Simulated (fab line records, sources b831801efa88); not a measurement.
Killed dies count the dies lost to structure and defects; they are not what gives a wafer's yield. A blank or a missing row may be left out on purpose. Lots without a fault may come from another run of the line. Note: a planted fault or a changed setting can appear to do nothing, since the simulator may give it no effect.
fab line records	flow sky130
record lots=6	wafers=18	lastDay=50
route steps=708 shown RES_XHIGH@332 SD_N@342
lots untouched by any fault: they come from a run of this same line in which no faults occurred
startH: hours from the record's first day to the start of the lot's first wafer shown	waitH: hours from the lot's prior step to this one	" repeats the value in the row above	L1.1+2: one row covering several wafers at once	- value missing, or start not given	* or withheld: withheld	< > ~ a bound
route shown NAME@n: a module of which the file shows steps, and the number in the route of the first	usual: mean/standard deviation taken from wafers without a fault	same: alike in all rows	chamber/n: place in a boat	sites: per-site readings	_std_site: standard deviation of those values	_edge_site: inner sites' mean taken away from outer sites' mean	radiusMm: how far each site lies from the wafer's centre	mask NAME#n: copy n	behind: the last tool/chamber to shape the wafer	hold: why the lot went on hold/how many hours it stayed there/how the hold came to an end	device: whichever transistor did not switch (one of n, p or np)	end of line: the same wafers' tests at the end of the route	a step with no rows: only its recipe	killed: dies lost to structure and defects at the first sort, not the wafer's yield	map: per-die view of a wafer (x killed, . not killed, _ where there is no die)
set.NAME: the setting that was run; set.NAME@STEP: the one run at that earlier step	model.NAME: the simulator's own value behind a step, which no gauge read
lots at some steps of the route; a table a step, a row a wafer
services: the hour from which a tool's chamber was out of use, counted from the record's first day as startH (under 0 if before that day), plus the number of hours and why
## steps
# step SKY_RES_XHIGH_DEHYDRATE_00
# recipe tempC=200	timeS=60
# step SKY_RES_XHIGH_HMDS_01
# recipe primeTimeS=60	primeTempC=120
# step SKY_RES_XHIGH_COAT_02
# recipe resist=NOVOLAK	spinRpm=3000	resistThkNm=1140
# step SKY_RES_XHIGH_SOFTBAKE_03
# recipe tempC=90	timeS=60	resist=NOVOLAK
# step SKY_RES_XHIGH_EXPOSE_04
# recipe maskId=URPM	na=0.6	sourceShape=conventional	sigmaOuter=0.6	polarization=unpolarized	targetCdNm=1270	doseMj=140
# step SKY_RES_XHIGH_PEB_05
# recipe tempC=withheld	timeS=*	resist=NOVOLAK
# step SKY_RES_XHIGH_DEVELOP_06
# recipe resist=NOVOLAK	developer=TMAH	developTimeS=60	devTempC=23
# step SKY_RES_XHIGH_IMPLANT_07
# recipe species=BF2	energyKev=20	doseCm2=3.6e+14	tiltDeg=0
# step SKY_RES_XHIGH_STRIP_08
# recipe chemistry=O2/N2	powerW=1400	pressureMtorr=1500	platenTempC=withheld	o2FlowSccm=3000	n2FlowSccm=300	overashFraction=0.5
# usual drypumpMotorCurrentA=5.6/0.36	oesProductAu=0.710/0.0044	stripTimeToEndpointS=14.28/0.049
lot.wafer	tool	chamber	startH	waitH	drypumpMotorCurrentA	oesProductAu	rfHoursCounterH	stripTimeToEndpointS
L940.4	plasmaAsher-04	0	627.12	0.1	5.4	0.711	-	14.25
L940.5	"	1	"	"	5.8	0.710	-	14.26
L940.6	"	0	"	"	5.4	0.707	-	14.23
L947.1	plasmaAsher-04	0	693.46	0.1	5.4	0.710	86	14.37
L947.5	"	1	"	"	5.8	0.704	-	14.33
L947.6	"	0	"	"	5.4	0.709	-	14.31
L952.1	plasmaAsher-01	0	739.83	0.1	5.3	0.710	63	14.33
L952.2	"	1	"	"	5.3	0.710	63	14.33
L952.5	"	0	"	"	5.4	0.713	-	14.29
L955.1	plasmaAsher-01	0	747.76	0.1	5.4	0.710	64	14.24
L955.3	"	0	"	"	5.3	0.699	-	14.25
L955.5	"	1	"	"	5.3	0.706	-	14.27
L957.2	plasmaAsher-02	0	753.41	0.1	6.4	0.705	1	14.31
L957.3	"	0	"	"	6.4	0.710	-	14.30
L957.4	"	1	"	"	5.4	0.714	-	14.25
L962.1	plasmaAsher-02	1	787.13	0.1	5.4	0.717	5	14.17
L962.4	"	0	"	"	6.4	0.708	-	14.15
L962.6	"	0	"	"	6.4	0.715	-	14.18
# step SKY_RES_XHIGH_TW_MEAS_09
# usual RES_XHIGH_TW=1612/8.5
lot.wafer	tool	chamber	startH	waitH	RES_XHIGH_TW
L940.4	filmMetro-02	-	627.21	0.1	1609
L940.5	"	-	"	"	1605
L940.6	"	-	"	"	1608
L947.1	filmMetro-01	-	693.56	0.1	1616
L947.5	"	-	"	"	1618
L947.6	"	-	"	"	1611
L952.1	filmMetro-02	-	739.93	0.1	1609
L952.2	"	-	"	"	1606
L952.5	"	-	"	"	1612
L955.1	filmMetro-01	-	747.86	0.1	1613
L955.3	"	-	"	"	1605
L955.5	"	-	"	"	1618
L957.2	filmMetro-01	-	753.52	0.1	1607
L957.3	"	-	"	"	1611
L957.4	"	-	"	"	1622
L962.1	filmMetro-04	-	787.23	0.1	1634
L962.4	"	-	"	"	1630
L962.6	"	-	"	"	1624
# step SKY_SD_N_DEHYDRATE_00
# recipe tempC=200	timeS=60
# step SKY_SD_N_HMDS_01
# recipe primeTimeS=60	primeTempC=120
# step SKY_SD_N_COAT_02
# recipe resist=NOVOLAK	spinRpm=3000	resistThkNm=1140
# usual dispensePressureKPa=49.5/2.6
lot.wafer	tool	chamber	startH	waitH	dispensePressureKPa	model.NOVOLAK_of_SD_N_COAT_02.thkNm
L940.4	lithoTrack-04	0	641.88	0.1	47.1	1141
L940.5	"	0	"	"	47.1	1141
L940.6	"	0	"	"	47.1	1143
L947.1	lithoTrack-02	0	707.71	0.1	53.2	1137
L947.5	"	0	"	"	53.2	1138
L947.6	"	0	"	"	53.2	1139
L952.1	lithoTrack-03	0	752.68	0.1	48.7	1142
L952.2	"	0	"	"	48.7	1139
L952.5	"	0	"	"	48.7	1143
L955.1	lithoTrack-02	0	761.81	0.1	53.2	482.1
L955.3	"	0	"	"	53.2	1137
L955.5	"	0	"	"	53.2	1139
L957.2	lithoTrack-02	0	767.24	0.1	53.2	482.2
L957.3	"	0	"	"	53.1	1140
L957.4	"	0	"	"	53.2	1138
L962.1	lithoTrack-04	0	800.21	0.1	47.1	1138
L962.4	"	0	"	"	47.2	1140
L962.6	"	0	"	"	47.1	1136
# step SKY_SD_N_SOFTBAKE_03
# recipe tempC=90	timeS=60	resist=NOVOLAK
# step SKY_SD_N_EXPOSE_04
# recipe maskId=NSDM	na=0.6	sourceShape=conventional	sigmaOuter=0.6	polarization=unpolarized	targetCdNm=380	doseMj=141
# step SKY_SD_N_PEB_05
# recipe tempC=withheld	timeS=*	resist=NOVOLAK
# step SKY_SD_N_DEVELOP_06
# recipe resist=NOVOLAK	developer=TMAH	developTimeS=60	devTempC=23
lot.wafer	tool	chamber	startH	waitH	model.NOVOLAK_of_SD_N_COAT_02.thkNm
L940.4	lithoTrack-03	0	656.21	0.1	1141
L940.5	"	0	"	"	1140
L940.6	"	0	"	"	1143
L947.1+5	lithoTrack-02	0	720.91	0.1	1137
L947.6	"	0	"	"	1139
L952.1	lithoTrack-02	0	766.76	0.1	1141
L952.2	"	0	"	"	1138
L952.5	"	0	"	"	1143
L955.1	lithoTrack-04	0	775.11	0.1	481.7
L955.3	"	0	"	"	1136
L955.5	"	0	"	"	1138
L957.2	lithoTrack-04	0	780.14	0.1	481.8
L957.3	"	0	"	"	1139
L957.4	"	0	"	"	1138
L962.1	lithoTrack-02	0	813.21	0.1	1138
L962.4	"	0	"	"	1139
L962.6	"	0	"	"	1135
# step SKY_SD_N_CD_MEAS_07
# recipe targetCdNm=380
# usual cdNm=380.2/2.1
lot.wafer	tool	chamber	startH	waitH	cdNm
L940.4	cdSem-01	-	656.34	0.1	380.1
L940.5	"	-	"	"	378.6
L940.6	"	-	"	"	381.3
L947.1	cdSem-02	-	721.06	0.1	379.1
L947.5	"	-	"	"	379.2
L947.6	"	-	"	"	378.4
L952.1	cdSem-02	-	766.91	0.1	379.8
L952.2	"	-	"	"	378.9
L952.5	"	-	"	"	379.3
L955.1	cdSem-02	-	775.26	0.1	473.8
L955.3	"	-	"	"	378.3
L955.5	"	-	"	"	379.6
L957.2	cdSem-01	-	780.28	0.1	470.1
L957.3	"	-	"	"	380.1
L957.4	"	-	"	"	376.8
L962.1	cdSem-01	-	813.36	0.1	381.5
L962.4	"	-	"	"	382.5
L962.6	"	-	"	"	382.1
# step SKY_SD_N_OVL_MEAS_08
# usual SD_N_OVL=0.1/1.5
lot.wafer	tool	chamber	startH	waitH	SD_N_OVL[nm]
L940.4	overlay-02	-	656.42	0.1	0.9
L940.5	"	-	"	"	3.1
L940.6	"	-	"	"	-1.6
L947.1	overlay-02	-	721.18	0.1	1.1
L947.5	"	-	"	"	1.1
L947.6	"	-	"	"	2.4
L952.1	overlay-01	-	767.03	0.1	0.3
L952.2	"	-	"	"	-0.6
L952.5	"	-	"	"	0.3
L955.1	overlay-01	-	775.38	0.1	-0.1
L955.3	"	-	"	"	0.0
L955.5	"	-	"	"	0.8
L957.2	overlay-02	-	780.39	0.1	1.9
L957.3	"	-	"	"	3.1
L957.4	"	-	"	"	2.4
L962.1	overlay-01	-	813.48	0.1	0.0
L962.4	"	-	"	"	0.4
L962.6	"	-	"	"	-0.9
# step SKY_SD_N_IMPLANT_09
# recipe species=As	energyKev=50	doseCm2=4e+15	tiltDeg=0
# step SKY_SD_N_IMPLANT_10
# recipe species=P	energyKev=20	doseCm2=1e+14	tiltDeg=0
# step SKY_SD_N_STRIP_11
# recipe chemistry=O2/N2	powerW=1400	pressureMtorr=1500	platenTempC=withheld	o2FlowSccm=3000	n2FlowSccm=300	overashFraction=0.5
# usual drypumpMotorCurrentA=5.5/0.36	oesProductAu=0.527/0.0044	stripTimeToEndpointS=22.54/0.043
lot.wafer	tool	chamber	startH	waitH	drypumpMotorCurrentA	oesProductAu	rfHoursCounterH	stripTimeToEndpointS
L940.4	plasmaAsher-02	0	656.77	0.1	6.3	0.519	-	22.57
L940.5	"	1	"	"	5.4	0.530	-	22.59
L940.6	"	0	"	"	6.4	0.528	-	22.59
L947.1	plasmaAsher-02	1	721.52	0.1	5.4	0.531	102	22.51
L947.5	"	1	"	"	5.4	0.525	-	22.49
L947.6	"	0	"	"	6.4	0.519	-	22.52
L952.1	plasmaAsher-03	0	767.37	0.1	5.2	0.532	33	22.59
L952.2	"	1	"	"	5.4	0.527	33	22.54
L952.5	"	1	"	"	5.4	0.533	-	22.57
L955.1	plasmaAsher-02	1	775.72	0.1	5.4	0.433	3	15.06
L955.3	"	1	"	"	5.4	0.528	-	22.53
L955.5	"	1	"	"	5.4	0.527	-	22.54
L957.2	plasmaAsher-02	0	780.72	0.1	6.3	0.431	4	15.03
L957.3	"	0	"	"	6.3	0.521	-	22.55
L957.4	"	1	"	"	5.4	0.526	-	22.53
L962.1	plasmaAsher-01	0	813.82	0.1	5.4	0.517	71	22.50
L962.4	"	1	"	"	5.3	0.532	-	22.54
L962.6	"	0	"	"	5.4	0.531	-	22.48
# step SKY_SD_N_TW_MEAS_12
# usual SD_N_TW=3922/24
lot.wafer	tool	chamber	startH	waitH	SD_N_TW
L940.4	filmMetro-02	-	656.87	0.1	3924
L940.5	"	-	"	"	3931
L940.6	"	-	"	"	3916
L947.1	filmMetro-01	-	721.62	0.1	3914
L947.5	"	-	"	"	3922
L947.6	"	-	"	"	3939
L952.1	filmMetro-04	-	767.47	0.1	3919
L952.2	"	-	"	"	3937
L952.5	"	-	"	"	3921
L955.1	filmMetro-01	-	775.82	0.1	3898
L955.3	"	-	"	"	3894
L955.5	"	-	"	"	3903
L957.2	filmMetro-02	-	780.83	0.1	3936
L957.3	"	-	"	"	3942
L957.4	"	-	"	"	3931
L962.1	filmMetro-01	-	813.92	0.1	3895
L962.4	"	-	"	"	3914
L962.6	"	-	"	"	3926
## services
tool	chamber	startH	hours	kind
plasmaAsher-03	-	611.41	1.9	repair
plasmaAsher-01	-	618.65	1.5	repair
plasmaAsher-01	-	665.34	1.1	repair
plasmaAsher-04	-	669.09	1.5	repair
plasmaAsher-03	-	719.11	4.5	repair
plasmaAsher-02	-	733.75	9.0	pm
plasmaAsher-02	0	733.75	9.0	ventCycle
plasmaAsher-02	1	733.75	9.0	ventCycle
plasmaAsher-02	0	742.75	-	clean
plasmaAsher-02	1	742.75	-	clean
plasmaAsher-04	-	779.48	10.0	repair
lithoTrack-04	-	797.26	-	consumableReplace:filter
## key
firstSign step=SKY_SD_N_CD_MEAS_07	reading=cdNm	direction=up	sigmas=45	usual=380.2	struck=472.0
effect step=SKY_SD_N_STRIP_11	reading=stripTimeToEndpointS	direction=down	sigmas=99+	usual=*	struck=*
modelEffect step=SKY_SD_N_COAT_02	value=NOVOLAK_of_SD_N_COAT_02.thkNm	without=1137	struck=482.2
modelEffect step=SKY_SD_N_DEVELOP_06	value=NOVOLAK_of_SD_N_COAT_02.thkNm	without=1137	struck=481.8
metAt SKY_SD_N_COAT_02
struckWafers L955.1,L957.2
sortLeftOut L955.1,L957.2
testerLeftOut L955,L957
onsetBetween 707.71 761.81
fault kind=processParameterDrift	tool=lithoTrack-02	chamber=-	onsetH=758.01	steps=SKY_SD_N_COAT_02	channel=resistThkNm	offset=-656.51	shape=step	endH=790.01	scope=struckWafersOnly	actsIn=theseRecipesOnly	stated=1140
# testerLeftOut: of these lots the tester's yield and bins aren't shown, on N5 and GAA mostly nor the transistor test; their killed dies are dies lost to structure and defects alone, not to doping, threshold or leakage, so they don't give the yield
# sortLeftOut: the simulated sort isn't trusted on such a fault, so these wafers' sort isn't shown, and their yield isn't known
